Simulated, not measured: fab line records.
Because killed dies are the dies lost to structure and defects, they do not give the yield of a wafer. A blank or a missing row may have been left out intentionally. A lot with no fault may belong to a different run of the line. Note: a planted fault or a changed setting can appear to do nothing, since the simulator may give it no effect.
Which tool is to blame? -- flow sky130 -- 72 wafers from 24 lots sampled at 6 of the route's 708 steps

== WHAT EACH GAUGE READ, for each wafer ==
The record lacks any reading of a measuring or inspecting step that a usual standard deviation could be used to judge.

== WHAT TOOL EACH LOT RAN ON (gives the tool, then ch and the chambers of the sampled wafers, and finally the start) ==
lot,SKY_VIA1_SPUTTER_20,SKY_METAL2_SPUTTER_01,SKY_METAL2_METAL_ETCH_19,SKY_VIA2_CMP_02,SKY_VIA2_ETCH_14,SKY_METAL3_SPUTTER_02
L074,"pvd_sputter-02, day 33 15:14","pvd_sputter-03, day 33 15:58","rie_metal-02 ch 0,1, day 34 19:22","cmp-01 ch 0,3, day 34 20:13","rie_diel-02 ch 0,2,3, day 35 21:53","pvd_sputter-04, day 35 23:17"
L075,"pvd_sputter-02, day 34 01:38","pvd_sputter-03, day 34 02:17","rie_metal-03 ch 0,1, day 35 05:36","cmp-02 ch 0,2, day 35 06:28","rie_diel-03 ch 2,3, day 36 08:18","pvd_sputter-01, day 36 09:43"
L076,"pvd_sputter-01, day 35 19:23","pvd_sputter-01, day 35 20:02","rie_metal-03 ch 0, day 36 23:05","cmp-01 ch 0,1,3, day 37 00:31","rie_diel-01 ch 1,2,3, day 38 03:24","pvd_sputter-01, day 38 04:49"
L078,"pvd_sputter-02, day 35 19:43","pvd_sputter-03, day 35 20:23","rie_metal-01 ch 0,1, day 36 23:09","cmp-02 ch 0,1,2, day 37 00:07","rie_diel-01 ch 1,2,3, day 38 02:42","pvd_sputter-01, day 38 04:07"
L077,"pvd_sputter-02, day 35 21:14","pvd_sputter-01, day 35 21:53","rie_metal-02 ch 0,1, day 37 00:01","cmp-02 ch 0,2, day 37 00:57","rie_diel-03 ch 1,2, day 38 04:18","pvd_sputter-01, day 38 05:43"
L080,"pvd_sputter-01, day 36 04:52","pvd_sputter-02, day 36 05:32","rie_metal-03 ch 0,1, day 37 07:46","cmp-01 ch 0,3, day 37 08:56","rie_diel-01 ch 0,1,3, day 38 11:56","pvd_sputter-01, day 38 13:24"
L079,"pvd_sputter-01, day 36 06:26","pvd_sputter-03, day 36 07:05","rie_metal-02 ch 0,1, day 37 10:10","cmp-01 ch 0,1,2, day 37 11:01","rie_diel-03 ch 0,2,3, day 38 13:33","pvd_sputter-03, day 38 15:02"
L082,"pvd_sputter-04, day 36 13:10","pvd_sputter-01, day 36 13:49","rie_metal-03 ch 0,1, day 37 16:36","cmp-02 ch 0,1,3, day 37 17:37","rie_diel-03 ch 0,3, day 38 19:48","pvd_sputter-03, day 38 21:14"
L081,"pvd_sputter-01, day 36 15:34","pvd_sputter-03, day 36 16:13","rie_metal-01 ch 0,1, day 37 19:31","cmp-01 ch 0,1, day 37 20:22","rie_diel-01 ch 1,2, day 38 22:48","pvd_sputter-01, day 39 00:13"
L084,"pvd_sputter-02, day 36 22:22","pvd_sputter-03, day 36 23:01","rie_metal-01 ch 0,1, day 38 02:09","cmp-02 ch 0,1,2, day 38 03:11","rie_diel-03 ch 0,3, day 39 04:14","pvd_sputter-04, day 39 05:39"
L083,"pvd_sputter-02, day 37 03:13","pvd_sputter-03, day 37 03:53","rie_metal-02 ch 0,1, day 38 06:45","cmp-02 ch 1,2,3, day 38 07:37","rie_diel-03 ch 0,1,2, day 39 08:36","pvd_sputter-03, day 39 10:04"
L085,"pvd_sputter-01, day 37 07:02","pvd_sputter-01, day 37 07:42","rie_metal-02 ch 0,1, day 38 11:05","cmp-02 ch 1,2, day 38 12:38","rie_diel-03 ch 0,2,3, day 39 13:21","pvd_sputter-04, day 39 14:49"
L086,"pvd_sputter-04, day 37 11:13","pvd_sputter-03, day 37 11:52","rie_metal-03 ch 0,1, day 38 14:41","cmp-02 ch 0,1,2, day 38 15:40","rie_diel-01 ch 0,2,3, day 39 15:53","pvd_sputter-01, day 39 17:19"
L087,"pvd_sputter-04, day 37 23:34","pvd_sputter-03, day 38 00:14","rie_metal-03 ch 1, day 39 02:12","cmp-02 ch 0,2, day 39 03:04","rie_diel-02 ch 0,3, day 40 03:53","pvd_sputter-01, day 40 05:20"
L088,"pvd_sputter-02, day 38 00:13","pvd_sputter-01, day 38 00:53","rie_metal-01 ch 0,1, day 39 02:44","cmp-02 ch 0,1,2, day 39 03:40","rie_diel-03 ch 1,2, day 40 04:06","pvd_sputter-03, day 40 05:34"
L089,"pvd_sputter-04, day 38 11:28","pvd_sputter-03, day 38 12:37","rie_metal-03 ch 0,1, day 39 12:58","cmp-02 ch 1,2, day 39 13:55","rie_diel-01 ch 1,2, day 40 14:21","pvd_sputter-01, day 40 16:13"
L090,"pvd_sputter-01, day 38 20:32","pvd_sputter-01, day 38 21:17","rie_metal-03 ch 1, day 39 21:49","cmp-01 ch 1,2,3, day 39 22:47","rie_diel-02 ch 0,2, day 40 23:54","pvd_sputter-01, day 41 01:50"
L091,"pvd_sputter-02, day 39 00:47","pvd_sputter-03, day 39 01:26","rie_metal-03 ch 0,1, day 40 01:59","cmp-02 ch 0,1,2, day 40 02:52","rie_diel-02 ch 0,1,3, day 41 04:02","pvd_sputter-04, day 41 05:35"
L092,"pvd_sputter-04, day 39 12:47","pvd_sputter-03, day 39 13:26","rie_metal-03 ch 0,1, day 40 13:33","cmp-01 ch 0,2, day 40 14:31","rie_diel-03 ch 0,1,2, day 41 15:45","pvd_sputter-01, day 41 17:10"
L093,"pvd_sputter-04, day 39 20:10","pvd_sputter-02, day 39 20:50","rie_metal-02 ch 0,1, day 40 21:56","cmp-02 ch 0,3, day 40 23:09","rie_diel-03 ch 0,1,2, day 41 23:09","pvd_sputter-04, day 42 00:38"
L094,"pvd_sputter-01, day 40 00:02","pvd_sputter-03, day 40 00:41","rie_metal-02 ch 0,1, day 41 01:09","cmp-02 ch 0,1,2, day 41 02:04","rie_diel-03 ch 0,2,3, day 42 02:24","pvd_sputter-03, day 42 04:10"
L095,"pvd_sputter-02, day 40 03:22","pvd_sputter-03, day 40 04:01","rie_metal-02 ch 0,1, day 41 04:59","cmp-02 ch 0,1, day 41 05:59","rie_diel-01 ch 1,3, day 42 06:26","pvd_sputter-04, day 42 07:50"
L096,"pvd_sputter-04, day 40 17:04","pvd_sputter-01, day 40 17:43","rie_metal-02 ch 0,1, day 41 18:24","cmp-02 ch 2,3, day 41 19:18","rie_diel-01 ch 1,3, day 42 18:48","pvd_sputter-03, day 42 20:13"
L097,"pvd_sputter-04, day 40 18:25","pvd_sputter-02, day 40 19:04","rie_metal-02 ch 0,1, day 41 20:06","cmp-01 ch 0,1,3, day 41 21:08","rie_diel-03 ch 0,1,3, day 42 20:36","pvd_sputter-03, day 42 22:01"
- SKY_VIA1_SPUTTER_20: material TiN, target thk 20 nm, time 80 s.
- SKY_METAL2_SPUTTER_01: material TiN, target thk 20 nm, time 16.7 s.
- SKY_METAL2_METAL_ETCH_19: etches the open film in Cl2/BCl3, stops on SiO2, target depth 360 nm, time 78 s.
- SKY_VIA2_CMP_02: polishes SiO2.
- SKY_VIA2_ETCH_14: etches BARC in N2/H2, stops on SiO2, time 45.9 s, target depth 60 nm.
- SKY_METAL3_SPUTTER_02: material AlCu, target thk 735 nm, time 39.1 s.

== WHAT THE TOOLS THEMSELVES READ (means of the sampled wafers that have a number; where no wafer has one, the mark that the record gives instead) ==
SKY_VIA1_SPUTTER_20. Usual: chamber_pressure_pa 4.999 Pa, standard deviation 0.011; throttle_valve_pct 29.5 %, standard deviation 1.6.
lot,tool,chamber_pressure_pa (Pa),throttle_valve_pct (%),flag
L074,pvd_sputter-02,5.007,30.0,
L075,pvd_sputter-02,4.997,30.7,
L076,pvd_sputter-01,5.005,30.7,
L078,pvd_sputter-02,5.006,27.3,
L077,pvd_sputter-02,4.997,28.2,
L080,pvd_sputter-01,4.990,30.3,
L079,pvd_sputter-01,5.002,30.1,
L082,pvd_sputter-04,4.997,28.4,
L081,pvd_sputter-01,5.003,31.2,
L084,pvd_sputter-02,4.990,28.8,
L083,pvd_sputter-02,4.989,28.8,
L085,pvd_sputter-01,4.993,30.1,
L086,pvd_sputter-04,5.012,28.7,
L087,pvd_sputter-04,5.004,28.3,
L088,pvd_sputter-02,4.995,28.7,
L089,pvd_sputter-04,5.000,29.8,
L090,pvd_sputter-01,5.015,30.8,
L091,pvd_sputter-02,5.002,30.2,
L092,pvd_sputter-04,5.012,28.8,
L093,pvd_sputter-04,5.001,29.4,
L094,pvd_sputter-01,4.992,31.2,
L095,pvd_sputter-02,4.996,26.8,
L096,pvd_sputter-04,4.989,29.1,
L097,pvd_sputter-04,4.996,29.1,

SKY_METAL2_SPUTTER_01. Usual: chamber_pressure_pa 0.3999 Pa, standard deviation 0.00075; throttle_valve_pct 30.1 %, standard deviation 1.2.
lot,tool,chamber_pressure_pa (Pa),throttle_valve_pct (%),flag
L074,pvd_sputter-03,0.4000,30.1,
L075,pvd_sputter-03,0.3996,30.2,
L076,pvd_sputter-01,0.4003,30.8,
L078,pvd_sputter-03,0.4004,30.1,
L077,pvd_sputter-01,0.3993,30.8,
L080,pvd_sputter-02,0.4008,26.9,
L079,pvd_sputter-03,0.4002,30.6,
L082,pvd_sputter-01,0.4001,31.2,
L081,pvd_sputter-03,0.3997,30.2,
L084,pvd_sputter-03,0.3999,30.4,
L083,pvd_sputter-03,0.3994,30.1,
L085,pvd_sputter-01,0.4001,31.1,
L086,pvd_sputter-03,0.3993,30.1,
L087,pvd_sputter-03,0.3998,30.1,
L088,pvd_sputter-01,0.4003,30.1,
L089,pvd_sputter-03,0.3996,29.7,
L090,pvd_sputter-01,0.3989,30.7,
L091,pvd_sputter-03,0.4004,30.1,
L092,pvd_sputter-03,0.3997,30.0,
L093,pvd_sputter-02,0.4001,28.2,
L094,pvd_sputter-03,0.3997,30.5,
L095,pvd_sputter-03,0.3998,29.7,
L096,pvd_sputter-01,0.3992,31.3,
L097,pvd_sputter-02,0.4003,28.7,

SKY_METAL2_METAL_ETCH_19. Usual: bcl3_flow_sccm 30.00 sccm, standard deviation 0.089; drypump_motor_current_A 5.47 A, standard deviation 0.19; mfc_cl2_sccm 59.99 sccm, standard deviation 0.17; oes_product_au 0.854 a.u., standard deviation 0.0051; throttle_valve_pct 22.264 %, standard deviation 0.0092.
lot,tool,bcl3_flow_sccm (sccm),drypump_motor_current_A (A),mfc_cl2_sccm (sccm),oes_product_au (a.u.),throttle_valve_pct (%),flag
L074,rie_metal-02,30.07,5.57,60.03,0.854,22.264,
L075,rie_metal-03,30.03,5.37,59.76,0.857,22.269,
L076,rie_metal-03,30.00,5.47,59.91,0.857,22.256,
L078,rie_metal-01,29.99,5.29,60.19,0.858,22.269,
L077,rie_metal-02,30.00,5.57,60.21,0.858,22.266,
L080,rie_metal-03,30.01,5.40,59.91,0.854,22.248,
L079,rie_metal-02,30.01,5.58,59.87,0.854,22.260,
L082,rie_metal-03,29.93,5.44,59.91,0.855,22.268,
L081,rie_metal-01,30.07,5.55,60.04,0.848,22.261,
L084,rie_metal-01,30.08,5.54,60.04,0.850,22.266,
L083,rie_metal-02,29.95,5.53,59.96,0.857,22.271,
L085,rie_metal-02,30.04,5.49,59.95,0.856,22.267,
L086,rie_metal-03,29.98,5.37,60.03,0.853,22.269,
L087,rie_metal-03,30.00,5.34,59.96,0.853,22.263,
L088,rie_metal-01,29.92,5.56,60.08,0.849,22.268,
L089,rie_metal-03,29.95,5.37,59.78,0.850,22.266,
L090,rie_metal-03,30.05,5.35,59.89,0.851,22.262,
L091,rie_metal-03,30.01,5.39,59.99,0.853,22.252,
L092,rie_metal-03,29.98,5.38,59.84,0.852,22.266,
L093,rie_metal-02,30.03,5.51,59.97,0.854,22.271,
L094,rie_metal-02,30.00,5.52,60.10,0.850,22.270,
L095,rie_metal-02,29.97,5.59,60.07,0.851,22.272,
L096,rie_metal-02,30.03,5.52,60.19,0.856,22.258,
L097,rie_metal-02,29.99,5.49,59.85,0.855,22.259,

SKY_VIA2_CMP_02. Usual: motor_current_A 11.7 A, standard deviation 1.5.
lot,tool,motor_current_A (A),flag
L074,cmp-01,10.7,
L075,cmp-02,12.6,
L076,cmp-01,10.9,
L078,cmp-02,12.4,
L077,cmp-02,12.7,
L080,cmp-01,10.4,
L079,cmp-01,11.5,
L082,cmp-02,11.7,
L081,cmp-01,10.0,
L084,cmp-02,12.5,
L083,cmp-02,12.6,
L085,cmp-02,13.3,
L086,cmp-02,12.6,
L087,cmp-02,11.5,
L088,cmp-02,12.4,
L089,cmp-02,13.4,
L090,cmp-01,11.7,
L091,cmp-02,12.1,
L092,cmp-01,12.1,
L093,cmp-02,10.4,
L094,cmp-02,12.7,
L095,cmp-02,11.8,
L096,cmp-02,12.7,
L097,cmp-01,11.0,

SKY_VIA2_ETCH_14. Usual: drypump_motor_current_A 5.8 A, standard deviation 0.54; oes_product_au 0.854 a.u., standard deviation 0.0045; throttle_valve_pct 13.225 %, standard deviation 0.0089.
lot,tool,drypump_motor_current_A (A),oes_product_au (a.u.),throttle_valve_pct (%),flag
L074,rie_diel-02,5.5,0.854,13.219,
L075,rie_diel-03,5.7,0.858,13.230,
L076,rie_diel-01,5.9,0.853,13.225,
L078,rie_diel-01,5.8,0.851,13.227,
L077,rie_diel-03,5.4,0.855,13.222,
L080,rie_diel-01,5.8,0.853,13.231,
L079,rie_diel-03,5.9,0.849,13.221,
L082,rie_diel-03,6.3,0.848,13.226,
L081,rie_diel-01,5.6,0.851,13.228,
L084,rie_diel-03,6.1,0.850,13.217,
L083,rie_diel-03,5.5,0.852,13.216,
L085,rie_diel-03,5.9,0.850,13.230,
L086,rie_diel-01,6.2,0.853,13.220,
L087,rie_diel-02,5.4,0.857,13.231,
L088,rie_diel-03,5.4,0.858,13.224,
L089,rie_diel-01,5.6,0.856,13.230,
L090,rie_diel-02,5.0,0.854,13.223,
L091,rie_diel-02,5.7,0.854,13.229,
L092,rie_diel-03,5.5,0.851,13.221,
L093,rie_diel-03,5.5,0.856,13.220,
L094,rie_diel-03,5.9,0.853,13.231,
L095,rie_diel-01,5.7,0.853,13.238,
L096,rie_diel-01,5.7,0.855,13.227,
L097,rie_diel-03,6.0,0.852,13.222,

SKY_METAL3_SPUTTER_02. Usual: chamber_pressure_pa 0.4000 Pa, standard deviation 0.00082; throttle_valve_pct 30.1 %, standard deviation 1.1.
lot,tool,chamber_pressure_pa (Pa),throttle_valve_pct (%),flag
L074,pvd_sputter-04,0.3998,29.3,
L075,pvd_sputter-01,0.3992,29.6,
L076,pvd_sputter-01,0.3999,30.6,
L078,pvd_sputter-01,0.3999,30.0,
L077,pvd_sputter-01,0.3995,31.3,
L080,pvd_sputter-01,0.3999,30.7,
L079,pvd_sputter-03,0.4009,29.6,
L082,pvd_sputter-03,0.4003,29.9,
L081,pvd_sputter-01,0.4001,30.5,
L084,pvd_sputter-04,0.4000,29.9,
L083,pvd_sputter-03,0.4004,30.0,
L085,pvd_sputter-04,0.3998,29.0,
L086,pvd_sputter-01,0.3997,30.2,
L087,pvd_sputter-01,0.4009,30.8,
L088,pvd_sputter-03,0.3999,29.9,
L089,pvd_sputter-01,0.4004,30.7,
L090,pvd_sputter-01,0.4011,31.4,
L091,pvd_sputter-04,0.3998,29.0,
L092,pvd_sputter-01,0.3998,31.7,
L093,pvd_sputter-04,0.3996,28.9,
L094,pvd_sputter-03,0.3995,30.0,
L095,pvd_sputter-04,0.4001,29.4,
L096,pvd_sputter-03,0.3993,30.0,
L097,pvd_sputter-03,0.4000,30.1,

== THE ANSWER, worked out from the rows above alone ==
Rule: lot off if the mean of its wafers having a number is beyond 3 standard deviations from the usual mean. A lot without any number at a reading at which 4 lots or more have one is off too. Any other lot the step has rows for is counted as sound. After the gauges, taken in route order, come the tools' own readings; for these a lot's mean is taken, as printed above. At the first step where some lot is off, the reading lying furthest off is the one used; lots without a number count as furthest.
Nothing can be told from this: no lot is off at any reading shown.

== WHAT THE SIMULATOR PUT IN ==
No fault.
